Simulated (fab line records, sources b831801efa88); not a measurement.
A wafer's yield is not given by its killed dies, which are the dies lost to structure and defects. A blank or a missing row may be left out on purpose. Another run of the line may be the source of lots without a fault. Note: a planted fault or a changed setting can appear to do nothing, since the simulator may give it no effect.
Matching of chambers || flow sky130 || SKY_LI_CONTACT_CMP_24 on cmp-01: 4 sister chambers
The step polishes, stops on PSG, t overpolish 20 s, target thk 0 nm. 14 wafers are shown with their chamber, then 7 later ones without.

WAFERS WITH THEIR CHAMBER
{"wafer": "L252.3", "chamber": 0, "motor current A (A)": 8.6, "time to endpoint s (s)": 103, "edge zone pressure frac": 0.994}
{"wafer": "L252.4", "chamber": 1, "motor current A (A)": 11.7, "time to endpoint s (s)": 100, "edge zone pressure frac": 0.998}
{"wafer": "L252.5", "chamber": 3, "motor current A (A)": 10.0, "time to endpoint s (s)": 98, "edge zone pressure frac": 1.008}
{"wafer": "L261.3", "chamber": 2, "motor current A (A)": 9.7, "time to endpoint s (s)": 95, "edge zone pressure frac": 1.006}
{"wafer": "L261.4", "chamber": 3, "motor current A (A)": 9.8, "time to endpoint s (s)": 99, "edge zone pressure frac": 0.999}
{"wafer": "L261.6", "chamber": 0, "motor current A (A)": 8.9, "time to endpoint s (s)": 101, "edge zone pressure frac": 0.999}
{"wafer": "L262.4", "chamber": 2, "motor current A (A)": 10.0, "time to endpoint s (s)": 92, "edge zone pressure frac": 1.010}
{"wafer": "L262.5", "chamber": 3, "motor current A (A)": 9.8, "time to endpoint s (s)": 95, "edge zone pressure frac": 1.007}
{"wafer": "L262.6", "chamber": 0, "motor current A (A)": 8.5, "time to endpoint s (s)": 102, "edge zone pressure frac": 0.996}
{"wafer": "L263.2", "chamber": 3, "motor current A (A)": 9.8, "time to endpoint s (s)": 97, "edge zone pressure frac": 1.004}
{"wafer": "L263.4", "chamber": 0, "motor current A (A)": 8.8, "time to endpoint s (s)": 102, "edge zone pressure frac": 1.001}
{"wafer": "L263.5", "chamber": 2, "motor current A (A)": 10.2, "time to endpoint s (s)": 97, "edge zone pressure frac": 0.989}
{"wafer": "L265.2", "chamber": 3, "motor current A (A)": 9.5, "time to endpoint s (s)": 100, "edge zone pressure frac": 0.990}
{"wafer": "L265.3", "chamber": 1, "motor current A (A)": 12.0, "time to endpoint s (s)": 98, "edge zone pressure frac": 0.996}

SIGNATURES (means of the wafers above)
{"reading": "motor current A", "chamber 0": 8.700, "chamber 1": 11.850, "chamber 2": 9.967, "chamber 3": 9.780, "scatter within a chamber": 0.2}
{"reading": "time to endpoint s", "chamber 0": 102.00, "chamber 1": 99.00, "chamber 2": 94.67, "chamber 3": 97.80, "scatter within a chamber": 1.77}
{"reading": "edge zone pressure frac", "chamber 0": 0.99750, "chamber 1": 0.99700, "chamber 2": 1.00167, "chamber 3": 1.00160, "scatter within a chamber": 0.00705}
Rule: for each reading, subtract the chamber's mean from the wafer's reading, divide by that reading's scatter and square the result; add these up over the readings and take the root, which gives the wafer's distance from the chamber. The wafer belongs to the nearest chamber; if the next one is less than 2 further off, it can't be placed. How the scatter is found: for the shown wafers, subtract from each reading the mean of its chamber, square and add these, divide the total by (wafers less chambers), then take the root.

WAFERS WHOSE CHAMBER IS MISSING
{"wafer": "L265.5", "motor current A (A)": 11.8, "time to endpoint s (s)": 102, "edge zone pressure frac": 1.001}
{"wafer": "L267.2", "motor current A (A)": 8.6, "time to endpoint s (s)": 102, "edge zone pressure frac": 0.991}
{"wafer": "L267.3", "motor current A (A)": 10.1, "time to endpoint s (s)": 98, "edge zone pressure frac": 1.001}
{"wafer": "L267.5", "motor current A (A)": 11.5, "time to endpoint s (s)": 96, "edge zone pressure frac": 0.995}
{"wafer": "L268.2", "motor current A (A)": 10.1, "time to endpoint s (s)": 97, "edge zone pressure frac": 1.009}
{"wafer": "L268.4", "motor current A (A)": 10.2, "time to endpoint s (s)": 93, "edge zone pressure frac": 0.994}
{"wafer": "L268.5", "motor current A (A)": 11.7, "time to endpoint s (s)": 96, "edge zone pressure frac": 1.002}

WHICH CHAMBER EACH WENT THROUGH
{"wafer": "L265.5", "from the rows above": 1, "in truth": 1}
{"wafer": "L267.2", "from the rows above": 0, "in truth": 0}
{"wafer": "L267.3", "from the rows above": "can't be placed: 3 or 2", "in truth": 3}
{"wafer": "L267.5", "from the rows above": 1, "in truth": 1}
{"wafer": "L268.2", "from the rows above": "can't be placed: 2 or 3", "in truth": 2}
{"wafer": "L268.4", "from the rows above": "can't be placed: 2 or 3", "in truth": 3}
{"wafer": "L268.5", "from the rows above": 1, "in truth": 1}
Correctly placed: 4 of 7. These rows do not allow placing 3 (true chamber among the candidates in 3). Wrongly placed: 0.
